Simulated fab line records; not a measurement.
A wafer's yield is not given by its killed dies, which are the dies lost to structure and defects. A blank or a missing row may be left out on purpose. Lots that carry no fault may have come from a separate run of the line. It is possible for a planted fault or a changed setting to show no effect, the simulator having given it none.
Shared-tool check | flow sky130 | Sample size 12 lots and 36 wafers

REASON IT WAS OPENED
At SKY_VIA1_THK_MEAS_01 the reading VIA1_HDPCVD_THK is flagged on 2 of 12 lots. Fault-free wafers read 1027 nm, with a standard deviation of 13.
Rule: flag the lot when none of its wafers has a number, or when each of its wafers that has one lies beyond 4 standard deviations from that mean. The rest of the lots are taken to be sound.

lot  | measured     | on           | VIA1_HDPCVD_THK (nm), wafer by wafer | flag
L150 | day 33 01:52 | filmMetro-02 | 1055 1030 1020                       | 
L152 | day 34 12:27 | filmMetro-01 | 1037 1051 1032                       | 
L153 | day 34 18:02 | filmMetro-02 | 1009 1020 1035                       | 
L155 | day 35 05:02 | filmMetro-04 | 1028 1009 1029                       | 
L154 | day 35 06:11 | filmMetro-02 | 1051 1017 1017                       | 
L156 | day 35 07:45 | filmMetro-01 | 1027 1023 1011                       | 
L157 | day 35 14:19 | filmMetro-04 | 995 1023 1012                        | 
L159 | day 36 16:10 | filmMetro-04 | 1020 1052 1016                       | 
L161 | day 36 17:43 | filmMetro-04 | 1012 1008 1015                       | 
L168 | day 38 18:17 | filmMetro-02 | 1033 1017 1042                       | 
L171 | day 40 05:28 | filmMetro-01 | 1464 1485 1469                       | FLAGGED
L172 | day 40 06:55 | filmMetro-02 | 1499 1477 1483                       | FLAGGED
The mean of the flagged lots' numbers is 1480 nm, +452 nm from the usual (+35 standard deviations).

WHICH TOOL EACH LOT WENT THROUGH
2 process steps preceding the reading are held in the record, out of 708 steps in the route. In each cell: the tool, then ch and the chambers that the sampled wafers went through, then the start.
lot  | flag    | SKY_METAL1_SPUTTER_02       | SKY_VIA1_HDPCVD_00
L150 |         | pvdSputter-02, day 31 21:26 | hdpcvd-02 ch 0,1,2, day 33 01:44
L152 |         | pvdSputter-02, day 33 08:01 | hdpcvd-01 ch 0,1, day 34 12:16
L153 |         | pvdSputter-04, day 33 14:13 | hdpcvd-01 ch 0,1, day 34 17:54
L155 |         | pvdSputter-03, day 34 00:50 | hdpcvd-01 ch 1,2, day 35 04:56
L154 |         | pvdSputter-04, day 34 01:53 | hdpcvd-01 ch 0,2, day 35 06:04
L156 |         | pvdSputter-04, day 34 04:47 | hdpcvd-02 ch 0,1,2, day 35 07:38
L157 |         | pvdSputter-03, day 34 10:20 | hdpcvd-02 ch 0,1, day 35 14:09
L159 |         | pvdSputter-04, day 35 11:59 | hdpcvd-02 ch 0,1,2, day 36 16:02
L161 |         | pvdSputter-03, day 35 13:44 | hdpcvd-02 ch 0,1, day 36 17:36
L168 |         | pvdSputter-02, day 37 15:30 | hdpcvd-02 ch 0,1,2, day 38 18:09
L171 | FLAGGED | pvdSputter-04, day 39 04:02 | hdpcvd-01 ch 0,2, day 40 05:21
L172 | FLAGGED | pvdSputter-02, day 39 04:41 | hdpcvd-01 ch 0,2, day 40 06:49
What these steps do:
- SKY_METAL1_SPUTTER_02: material AlCu, target thk 250 nm, time 13.3 s.
- SKY_VIA1_HDPCVD_00: deposits SiO2, target thk 1030 nm, time 171.7 s.
- SKY_VIA1_THK_MEAS_01

FLAGGED AGAINST TOTAL, ONE TOOL AT A TIME (gauges that did the reading follow at the end)
step                  | tool          | lots run | flagged | share of the flagged lots | sound lots run after its first flagged lot
SKY_METAL1_SPUTTER_02 | pvdSputter-02 | 4        | 1       | some                      | 0
SKY_METAL1_SPUTTER_02 | pvdSputter-03 | 3        | 0       | none                      | -
SKY_METAL1_SPUTTER_02 | pvdSputter-04 | 5        | 1       | some                      | 0
SKY_VIA1_HDPCVD_00    | hdpcvd-01     | 6        | 2       | all                       | 0
SKY_VIA1_HDPCVD_00    | hdpcvd-02     | 6        | 0       | none                      | -
SKY_VIA1_THK_MEAS_01  | filmMetro-01  | 3        | 1       | some                      | 0
SKY_VIA1_THK_MEAS_01  | filmMetro-02  | 5        | 1       | some                      | 0
SKY_VIA1_THK_MEAS_01  | filmMetro-04  | 4        | 0       | none                      | -

THE TABLE: WHAT IT ALLOWS
Rows of the table that ran each flagged lot: 1, that is hdpcvd-01 at SKY_VIA1_HDPCVD_00.
- hdpcvd-01 at SKY_VIA1_HDPCVD_00 ran 6 lots, 2 of them flagged. It ran its last sound lot, L154, at day 35 06:04 and its first flagged lot, L171, at day 40 05:21: a fault with its onset between the two fits.
hdpcvd-01 at SKY_VIA1_HDPCVD_00 is the single tool remaining.

WHAT THE SIMULATOR PUT IN
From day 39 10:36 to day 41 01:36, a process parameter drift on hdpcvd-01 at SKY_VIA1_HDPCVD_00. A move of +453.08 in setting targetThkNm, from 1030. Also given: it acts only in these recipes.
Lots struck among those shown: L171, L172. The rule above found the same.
